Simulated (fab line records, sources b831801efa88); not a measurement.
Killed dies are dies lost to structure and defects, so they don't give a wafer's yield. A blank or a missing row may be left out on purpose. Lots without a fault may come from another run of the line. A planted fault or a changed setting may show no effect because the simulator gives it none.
One fault seen from 2 desks | flow sky130 | each desk has only its own numbers; what lay behind them comes last

THE METROLOGY DESK
What the gauges read, lot by lot, whatever tool the lot ran on: means of the sampled wafers that have a number. A lot is out of limits, marked OUT, if its mean lies more than 4 standard deviations from the usual mean; the brackets give that distance.
Columns: A = FIELD_ISO_OXIDATION_01_THK at SKY_FIELD_ISO_THK_MEAS_23, usual 9.89 nm; B = POLY_GATE_OXIDATION_THK at SKY_POLY_GATE_THK_MEAS_21, usual 3.99 nm
lot  | first seen here | A     | B
L461 | day 2 06:35     | 10.11 | 4.06
L463 | day 2 17:02     | 9.94  | 4.00
L464 | day 2 22:25     | 10.07 | 4.12
L466 | day 3 08:31     | 9.99  | 4.07
L467 | day 3 15:29     | 9.83  | 4.08
L468 | day 3 20:46     | 9.94  | 4.02
L469 | day 4 00:04     | 9.88  | 3.97
L470 | day 4 05:21     | 10.10 | 4.05
L471 | day 4 11:11     | 9.81  | 4.08
L476 | day 5 14:55     | 9.99  | 3.87
L480 | day 6 09:51     | 10.15 | 6.32 (+25) OUT
L482 | day 6 20:00     | 9.85  | 6.36 (+25) OUT
This desk's finding: out of limits on L480, L482; first on L480, day 23 12:23 (POLY_GATE_OXIDATION_THK at SKY_POLY_GATE_THK_MEAS_21). In limits: L461, L463, L464, L466, L467, L468, L469, L470, L471, L476.

THE TOOL OWNER'S DESK: furnace-01
The tool's own readings at SKY_POLY_GATE_OXIDATION_20 (stabilise 600 s, purge 300 s, target thk 4 nm): means of the sampled wafers that have a number, for each lot that ran on this tool. A lot is out of limits, marked OUT, if its mean lies more than 4 standard deviations from the usual mean; the brackets give that distance. Of its 8 readings 7 are shown: the one that was out of limits first, and those that lie furthest out on some lot.
Columns: A = spike_tc_bottom_C at SKY_POLY_GATE_OXIDATION_20, usual 869.3 C; B = spike_tc_centre_C at SKY_POLY_GATE_OXIDATION_20, usual 850.2 C; C = spike_tc_lower_C at SKY_POLY_GATE_OXIDATION_20, usual 849.6 C; D = spike_tc_top_C at SKY_POLY_GATE_OXIDATION_20, usual 864.2 C; E = spike_tc_upper_C at SKY_POLY_GATE_OXIDATION_20, usual 850.3 C; F = tube_center_temp_C at SKY_POLY_GATE_OXIDATION_20, usual 850 C; G = tube_center_temp_C_max at SKY_POLY_GATE_OXIDATION_20, usual 852.2
lot  | first seen here | A               | B               | C               | D               | E               | F                     | G
L464 | day 17 11:53    | 869.6           | 850.8           | 849.1           | 864.2           | 850.5           | 850                   | 852.2
L466 | day 18 05:14    | 870.1           | 849.6           | 848.1           | 864.2           | 851.8           | 850                   | 852.1
L467 | day 18 23:46    | 869.7           | 851.2           | 849.5           | 863.1           | 851.0           | 850                   | 852.0
L468 | day 19 03:16    | 870.8           | 848.7           | 847.7           | 864.5           | 849.6           | 850                   | 852.0
L470 | day 19 16:47    | 870.4           | 850.2           | 848.7           | 863.8           | 849.9           | 850                   | 852.3
L471 | day 20 04:10    | 871.1           | 849.8           | 846.9           | 863.5           | 850.7           | 850                   | 852.5
L480 | day 23 11:08    | 906.8 (+29) OUT | 888.6 (+38) OUT | 884.9 (+22) OUT | 901.9 (+39) OUT | 887.6 (+38) OUT | 887 (+99 or more) OUT | 889.6 (+99 or more) OUT
L482 | day 23 21:13    | 906.2 (+28) OUT | 887.3 (+37) OUT | 886.4 (+23) OUT | 900.1 (+37) OUT | 887.4 (+38) OUT | 887 (+99 or more) OUT | 889.5 (+99 or more) OUT
This desk's finding: out of limits on L480, L482; first on L480, day 23 11:08 (spike_tc_bottom_C at SKY_POLY_GATE_OXIDATION_20). In limits: L464, L466, L467, L468, L470, L471.

PUT TOGETHER
The tool owner's desk could have raised an alarm at day 23 11:08, on L480, L482.
The metrology desk could have raised an alarm at day 23 12:23, on L480, L482.
Of the lots named, all ran SKY_POLY_GATE_OXIDATION_20 on furnace-01.

WHAT THE SIMULATOR HAD PUT IN
Process parameter drift: furnace-01, from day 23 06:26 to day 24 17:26, at SKY_POLY_GATE_OXIDATION_20. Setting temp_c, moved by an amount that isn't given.
Lots struck among those shown: L480, L482.
Hours from the fault's start to each desk's first reading out of limits: the tool owner's desk, 5; the metrology desk, 6.
